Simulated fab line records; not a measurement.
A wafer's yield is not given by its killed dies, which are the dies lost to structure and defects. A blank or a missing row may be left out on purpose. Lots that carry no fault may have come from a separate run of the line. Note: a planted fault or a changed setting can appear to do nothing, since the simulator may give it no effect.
Which of the tools did it?    flow gf180mcu    24 lots, 72 wafers sampled, at 5 steps of a route of 602

## WHAT EACH GAUGE READ, for each wafer
GF_M2_CD_MEAS_14: target cd 280 nm. Usual: cdNm reads 279.9 nm (standard deviation 1.2).
lot   measured      on        cdNm (nm)          flag
L074  day 19 01:11  cdSem-01  279.4 278.0 278.0  
L075  day 19 11:17  cdSem-02  280.5 280.9 280.2  
L076  day 19 22:06  cdSem-02  278.7 279.9 279.2  
L077  day 20 10:41  cdSem-01  279.9 279.5 280.3  
L078  day 20 21:15  cdSem-01  280.6 280.8 281.6  
L079  day 21 03:43  cdSem-02  280.7 278.6 279.4  
L080  day 21 09:28  cdSem-01  280.2 278.8 280.3  
L081  day 21 20:08  cdSem-02  279.9 279.4 279.6  
L082  day 22 12:10  cdSem-01  280.9 280.1 279.8  
L083  day 22 16:07  cdSem-01  281.4 279.7 280.7  
L084  day 23 01:16  cdSem-01  281.3 281.5 281.3  
L085  day 23 12:26  cdSem-01  280.9 280.6 280.7  
L086  day 23 16:42  cdSem-02  279.1 280.0 280.2  
L087  day 24 06:58  cdSem-01  278.9 278.5 279.2  
L088  day 24 09:10  cdSem-02  280.1 280.5 280.6  
L089  day 24 18:01  cdSem-02  278.3 277.2 278.4  
L090  day 25 02:13  cdSem-01  281.4 281.3 281.7  
L091  day 25 05:40  cdSem-01  280.6 280.1 281.4  
L092  day 25 09:31  cdSem-02  280.1 279.9 281.0  
L093  day 25 19:34  cdSem-02  280.1 280.5 280.1  
L094  day 26 05:29  cdSem-01  281.1 280.5 281.7  
L095  day 26 06:08  cdSem-01  276.8 276.1 278.3  
L096  day 26 16:57  cdSem-02  279.1 280.4 278.9  
L097  day 27 00:04  cdSem-02  280.2 280.2 280.5  

GF_V2_THK_MEAS_25: measures by xrf. Usual: V2_W_THK typically reads 356 nm, with standard deviation 4.8.
lot   measured      on            V2_W_THK (nm)  flag
L074  day 20 03:33  filmMetro-03  358 357 349    
L075  day 20 13:58  filmMetro-03  352 354 354    
L076  day 21 00:20  filmMetro-03  345 350 346    
L077  day 21 13:04  filmMetro-01  361 355 357    
L078  day 21 22:53  filmMetro-03  359 358 361    
L079  day 22 06:18  filmMetro-03  351 351 348    
L080  day 22 11:22  filmMetro-01  361 355 355    
L081  day 22 22:11  filmMetro-04  360 354 352    
L082  day 23 13:59  filmMetro-04  352 354 351    
L083  day 23 17:31  filmMetro-04  347 353 352    
L084  day 24 02:31  filmMetro-01  356 360 353    
L085  day 24 13:52  filmMetro-01  360 355 355    
L086  day 24 17:24  filmMetro-04  360 349 355    
L087  day 25 07:09  filmMetro-03  360 362 362    
L088  day 25 09:34  filmMetro-03  367 357 363    
L089  day 25 17:57  filmMetro-01  362 362 354    
L090  day 26 01:24  filmMetro-03  363 361 360    
L091  day 26 05:04  filmMetro-01  355 352 353    
L092  day 26 09:22  filmMetro-04  356 355 357    
L093  day 26 19:31  filmMetro-04  359 355 361    
L094  day 27 04:59  filmMetro-01  354 358 354    
L095  day 27 05:51  filmMetro-01  353 356 355    
L096  day 27 15:11  filmMetro-04  356 347 354    
L097  day 27 22:31  filmMetro-03  362 365 365    

GF_M4_RS_MEAS_05: a four-point-probe measurement. Usual: M4_ALCU_RS typically reads 0.0696 ohm/sq, with standard deviation 0.00079.
lot   measured      on            M4_ALCU_RS (ohm/sq)   flag
L074  day 22 06:51  filmMetro-02  0.0708 0.0711 0.0702  
L075  day 22 16:50  filmMetro-02  0.0704 0.0709 0.0708  
L076  day 23 03:16  filmMetro-02  0.0678 0.0692 0.0698  
L077  day 23 14:53  filmMetro-01  0.0692 0.0693 0.0702  
L078  day 24 00:23  filmMetro-03  0.0679 0.0695 0.0692  
L079  day 24 07:58  filmMetro-01  0.0704 0.0704 0.0697  
L080  day 24 13:05  filmMetro-01  0.0686 0.0684 0.0689  
L081  day 24 21:56  filmMetro-01  0.0691 0.0686 0.0685  
L082  day 25 13:40  filmMetro-03  0.0682 0.0685 0.0680  
L083  day 25 16:43  filmMetro-03  0.0690 0.0694 0.0690  
L084  day 26 01:38  filmMetro-01  0.0702 0.0695 0.0705  
L085  day 26 12:31  filmMetro-01  0.0703 0.0695 0.0690  
L086  day 26 15:09  filmMetro-03  0.0704 0.0710 0.0697  
L087  day 27 05:11  filmMetro-03  0.0708 0.0698 0.0697  
L088  day 27 06:36  filmMetro-02  0.0687 0.0683 0.0696  
L089  day 27 14:59  filmMetro-02  0.0698 0.0699 0.0688  
L090  day 27 22:00  filmMetro-02  0.0688 0.0699 0.0697  
L091  day 28 00:49  filmMetro-03  0.0686 0.0685 0.0692  
L092  day 28 05:41  filmMetro-02  0.0693 0.0698 0.0707  
L093  day 28 14:16  filmMetro-02  0.0700 0.0706 0.0701  
L094  day 28 22:52  filmMetro-02  0.0703 0.0693 0.0703  
L095  day 29 00:32  filmMetro-01  0.0699 0.0703 0.0709  
L096  day 29 10:11  filmMetro-02  0.0691 0.0690 0.0680  
L097  day 29 16:33  filmMetro-02  0.0699 0.0697 0.0697  

## TOOL THAT RAN EACH LOT (tool first, then ch and the chambers of the sampled wafers, then the start)
lot   GF_M2_SPUTTER_04             GF_M4_SPUTTER_02
L074  pvdSputter-03, day 18 02:11  pvdSputter-03, day 22 06:46
L075  pvdSputter-03, day 18 11:35  pvdSputter-04, day 22 16:44
L076  pvdSputter-03, day 18 21:32  pvdSputter-04, day 23 03:11
L077  pvdSputter-03, day 19 10:26  pvdSputter-03, day 23 14:46
L078  pvdSputter-04, day 19 21:11  pvdSputter-02, day 24 00:18
L079  pvdSputter-03, day 20 03:46  pvdSputter-03, day 24 07:52
L080  pvdSputter-02, day 20 09:22  pvdSputter-02, day 24 12:59
L081  pvdSputter-04, day 20 19:55  pvdSputter-02, day 24 21:50
L082  pvdSputter-03, day 21 12:47  pvdSputter-02, day 25 13:32
L083  pvdSputter-02, day 21 16:48  pvdSputter-02, day 25 16:37
L084  pvdSputter-02, day 22 01:58  pvdSputter-03, day 26 01:32
L085  pvdSputter-03, day 22 13:38  pvdSputter-03, day 26 12:26
L086  pvdSputter-02, day 22 17:58  pvdSputter-04, day 26 15:04
L087  pvdSputter-04, day 23 08:35  pvdSputter-03, day 27 05:05
L088  pvdSputter-03, day 23 11:35  pvdSputter-04, day 27 06:29
L089  pvdSputter-04, day 23 20:17  pvdSputter-04, day 27 14:52
L090  pvdSputter-02, day 24 05:06  pvdSputter-03, day 27 21:55
L091  pvdSputter-04, day 24 08:14  pvdSputter-02, day 28 00:37
L092  pvdSputter-02, day 24 12:31  pvdSputter-03, day 28 05:34
L093  pvdSputter-03, day 24 22:32  pvdSputter-04, day 28 14:11
L094  pvdSputter-02, day 25 08:02  pvdSputter-04, day 28 22:46
L095  pvdSputter-04, day 25 08:38  pvdSputter-04, day 29 00:27
L096  pvdSputter-04, day 25 19:57  pvdSputter-04, day 29 10:02
L097  pvdSputter-04, day 26 03:32  pvdSputter-04, day 29 16:26
- GF_M2_SPUTTER_04: material TiN, target thk 50 nm, time 41.7 s.
- GF_M4_SPUTTER_02: material AlCu, target thk 450 nm, time 23.9 s.

## AS READ BY THE TOOLS THEMSELVES (means over the sampled wafers that have a number; for cases with no such wafer, the mark the record gives instead)
GF_M2_SPUTTER_04. Usual: throttleValvePct reads 29.3 % (standard deviation 0.81).
lot   tool           throttleValvePct (%)  flag
L074  pvdSputter-03  29.5                  
L075  pvdSputter-03  29.4                  
L076  pvdSputter-03  29.1                  
L077  pvdSputter-03  29.0                  
L078  pvdSputter-04  29.1                  
L079  pvdSputter-03  28.7                  
L080  pvdSputter-02  29.6                  
L081  pvdSputter-04  29.4                  
L082  pvdSputter-03  28.4                  
L083  pvdSputter-02  29.2                  
L084  pvdSputter-02  29.1                  
L085  pvdSputter-03  29.5                  
L086  pvdSputter-02  29.3                  
L087  pvdSputter-04  29.3                  
L088  pvdSputter-03  29.7                  
L089  pvdSputter-04  29.5                  
L090  pvdSputter-02  29.3                  
L091  pvdSputter-04  29.8                  
L092  pvdSputter-02  29.7                  
L093  pvdSputter-03  28.8                  
L094  pvdSputter-02  29.6                  
L095  pvdSputter-04  29.6                  
L096  pvdSputter-04  28.9                  
L097  pvdSputter-04  29.8                  

GF_M4_SPUTTER_02. Usual: throttleValvePct reads 29.4 % (standard deviation 0.82).
lot   tool           throttleValvePct (%)  flag
L074  pvdSputter-03  30.2                  
L075  pvdSputter-04  29.7                  
L076  pvdSputter-04  29.8                  
L077  pvdSputter-03  29.4                  
L078  pvdSputter-02  29.6                  
L079  pvdSputter-03  29.5                  
L080  pvdSputter-02  29.1                  
L081  pvdSputter-02  29.1                  
L082  pvdSputter-02  29.7                  
L083  pvdSputter-02  29.2                  
L084  pvdSputter-03  29.2                  
L085  pvdSputter-03  29.2                  
L086  pvdSputter-04  29.6                  
L087  pvdSputter-03  29.4                  
L088  pvdSputter-04  29.6                  
L089  pvdSputter-04  29.6                  
L090  pvdSputter-03  28.5                  
L091  pvdSputter-02  29.0                  
L092  pvdSputter-03  29.3                  
L093  pvdSputter-04  29.6                  
L094  pvdSputter-04  29.8                  
L095  pvdSputter-04  29.5                  
L096  pvdSputter-04  30.0                  
L097  pvdSputter-04  29.9                  

## THE ANSWER, worked out from the rows above alone
Rule: a lot is off if the mean of its wafers that have a number lies more than 3 standard deviations from the usual mean. Also off: a lot with no number at a reading for which 4 or more lots have one. The other lots that the step has rows for count as sound. After the gauges, taken in route order, come the tools' own readings; for these a lot's mean is taken, as printed above. At the first step where some lot is off, the reading lying furthest off is the one used; lots without a number count as furthest.
No lot is off at any reading shown: from this, nothing can be told.

## WHAT THE SIMULATOR HAD INSERTED
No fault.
